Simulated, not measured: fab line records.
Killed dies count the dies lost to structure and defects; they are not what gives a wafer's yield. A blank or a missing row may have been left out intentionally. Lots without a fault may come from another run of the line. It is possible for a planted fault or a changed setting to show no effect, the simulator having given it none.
The tool behind it: which one? :: flow sky130 :: 18 wafers sampled from 6 lots at 1 step of a route of 708

== WHAT EACH GAUGE READ, for each wafer ==
SKY_LDD_HVP_OVL_MEAS_07.
lot: L155
measured: day 22 03:22
on: overlay-01
LDD_HVP_OVL (nm): -1.2 1.1 -0.6

lot: L157
measured: day 23 04:37
on: overlay-01
LDD_HVP_OVL (nm): -3.7 -1.9 -1.1

lot: L162
measured: day 24 20:25
on: overlay-01
LDD_HVP_OVL (nm): -3.4 -2.6 -2.7

lot: L167
measured: day 26 12:29
on: overlay-02
LDD_HVP_OVL (nm): -1.8 -1.4 -2.2

lot: L171
measured: day 27 16:22
on: overlay-01
LDD_HVP_OVL (nm): 0.7 -0.3 0.4

lot: L176
measured: day 28 20:19
on: overlay-01
LDD_HVP_OVL (nm): 1.5 0.0 2.2

== TOOL THAT RAN EACH LOT (tool first, then ch and the chambers of the sampled wafers, then the start) ==
The record shows no process step preceding these readings.

== THE ANSWER, worked out from the rows above alone ==
Rule: usual is defined by the lots themselves. The widest of any qualifying gaps counts: lots, ordered by their means at a reading, are off when they make up no more than a third of the lots, leave a main group of 4 or more, and stand apart from it by 3 or more times the standard deviation of that group's means. A main group is skipped when, at the precision printed for the reading in the tables above, its means are all equal. Also off: a lot with no number at a reading for which 4 or more lots have one. The other lots that the step has rows for count as sound.
Nothing can be told from this: no lot is off at any reading shown.

== WHAT THE SIMULATOR PUT IN ==
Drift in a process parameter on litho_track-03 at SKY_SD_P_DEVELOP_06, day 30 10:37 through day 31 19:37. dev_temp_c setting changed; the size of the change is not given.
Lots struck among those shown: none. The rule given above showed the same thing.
